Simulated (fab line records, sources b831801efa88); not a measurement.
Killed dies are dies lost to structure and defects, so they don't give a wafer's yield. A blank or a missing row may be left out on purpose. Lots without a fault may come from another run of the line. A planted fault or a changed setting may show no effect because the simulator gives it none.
Chamber matching | flow sky130 | SKY_POLY_GATE_ETCH_17 on rie_si-02: 4 sister chambers
The step etches poly-Si in HBr/Cl2, stops on SiO2, target depth 180 nm, time 70.5 s. 8 wafers are shown with their chamber, then 8 later ones without.

WAFERS WITH THEIR CHAMBER
wafer  | chamber | oes_product_au (a.u.) | throttle_valve_pct (%)
L512.1 | 3       | 0.999                 | 33.678
L512.6 | 1       | 0.984                 | 33.676
L514.1 | 0       | 0.977                 | 33.690
L514.6 | 0       | 0.984                 | 33.687
L515.3 | 2       | 0.988                 | 33.699
L515.4 | 3       | 0.986                 | 33.697
L515.6 | 1       | 0.977                 | 33.692
L517.1 | 2       | 0.988                 | 33.690

WAFERS WITHOUT THEIR CHAMBER
wafer  | oes_product_au (a.u.) | throttle_valve_pct (%)
L517.2 | 0.985                 | 33.702
L517.3 | 0.988                 | 33.675
L522.1 | 0.981                 | 33.677
L522.2 | 0.989                 | 33.675
L522.6 | 0.991                 | 33.694
L530.2 | 0.986                 | 33.686
L530.4 | 0.995                 | 33.693
L530.5 | 0.991                 | 33.671

WHICH CHAMBER EACH WENT THROUGH
wafer  | from the rows above               | in truth
L517.2 | can't be placed: 2 or 0 or 3 or 1 | 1
L517.3 | can't be placed: 3 or 1 or 0 or 2 | 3
L522.1 | can't be placed: 1 or 0 or 2 or 3 | 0
L522.2 | can't be placed: 3 or 1 or 0 or 2 | 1
L522.6 | can't be placed: 2 or 3 or 0 or 1 | 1
L530.2 | can't be placed: 2 or 1 or 0 or 3 | 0
L530.4 | can't be placed: 3 or 2 or 0 or 1 | 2
L530.5 | can't be placed: 3 or 1 or 2 or 0 | 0
Placed correctly: 0 of 8. Can't be placed from these rows: 8 (the true chamber is among the candidates in 8). Placed wrongly: 0.
How it was worked out, from the rows above alone: a wafer's distance from a chamber is the root of the sum, over the readings, of the square of ((its reading less the chamber's mean) divided by the reading's scatter). The wafer belongs to the nearest chamber; if the next one is less than 2 further off, it can't be placed. A chamber's mean is the mean of its shown wafers. The scatter: the root of (the sum of the squares of (reading less its chamber's mean) over the shown wafers, divided by (wafers less chambers)).
